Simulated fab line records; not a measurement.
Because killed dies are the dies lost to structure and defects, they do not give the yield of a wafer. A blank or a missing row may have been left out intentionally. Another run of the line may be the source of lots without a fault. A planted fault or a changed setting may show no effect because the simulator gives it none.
Which of the tools did it? -- flow gf180mcu -- 18 wafers from 6 lots sampled at 3 of the route's 602 steps

== WHAT THE GAUGES SHOWED, per wafer ==
GF_CONTACT_THK_MEAS_03.
lot,measured,on,CONTACT_CVD_02_THK (nm)
L177,day 15 07:24,film-metro-04,856 853 851
L179,day 16 02:47,film-metro-04,852 848 862
L182,day 17 04:01,film-metro-01,837 879 848
L186,day 19 02:10,film-metro-03,843 850 854
L193,day 21 09:41,film-metro-04,328 328 341
L198,day 23 00:47,film-metro-01,842 849 863

== WHICH TOOL RAN EACH LOT (tool, then ch and the chambers of the sampled wafers, then the start) ==
lot,GF_SAB_ETCH_11,GF_CONTACT_CVD_02
L177,"rie-diel-01 ch 0,1,3, day 15 06:21","pecvd-01 ch 0,1,2, day 15 07:20"
L179,"rie-diel-01 ch 0,2,3, day 16 01:44","pecvd-04 ch 1,2, day 16 02:43"
L182,"rie-diel-03 ch 0,2, day 17 02:58","pecvd-02 ch 0,1, day 17 03:56"
L186,"rie-diel-03 ch 0,3, day 19 01:06","pecvd-02 ch 0,2, day 19 02:06"
L193,"rie-diel-03 ch 0,1,2, day 21 08:39","pecvd-02 ch 0,1, day 21 09:37"
L198,"rie-diel-03 ch 2,3, day 22 23:44","pecvd-04 ch 0,2, day 23 00:43"
- GF_SAB_ETCH_11: etches SiO2 in C4F8/O2/Ar, target depth 55 nm, time 8.5 s.
- GF_CONTACT_CVD_02: deposits SiO2 from TEOS, target thk 860 nm, time 95.992 s.

== THE ANSWER, worked out from the rows above alone ==
Rule: the usual values come from the lots themselves. The widest of any qualifying gaps counts: lots, ordered by their means at a reading, are off when they make up no more than a third of the lots, leave a main group of 4 or more, and stand apart from it by 3 or more times the standard deviation of that group's means. The tables above print the reading to a certain number of digits; a main group whose means all agree to those digits is not used. A lot without any number at a reading at which 4 lots or more have one is off too. All remaining lots with rows at the step are treated as sound.
Off: L193, seen at GF_CONTACT_THK_MEAS_03 (CONTACT_CVD_02_THK). For the main group the mean is 852 nm and the standard deviation 2.1.
A tool fits if, at a process step before that reading, it ran every lot that is off, and no sound lot after the first of them. Gauges at GF_CONTACT_THK_MEAS_03: tried the same way as those tools. 2 tools fit, pecvd-02 at GF_CONTACT_CVD_02 and film-metro-04 at GF_CONTACT_THK_MEAS_03, so this cannot tell which one it is.

== WHAT THE SIMULATOR HAD PUT IN ==
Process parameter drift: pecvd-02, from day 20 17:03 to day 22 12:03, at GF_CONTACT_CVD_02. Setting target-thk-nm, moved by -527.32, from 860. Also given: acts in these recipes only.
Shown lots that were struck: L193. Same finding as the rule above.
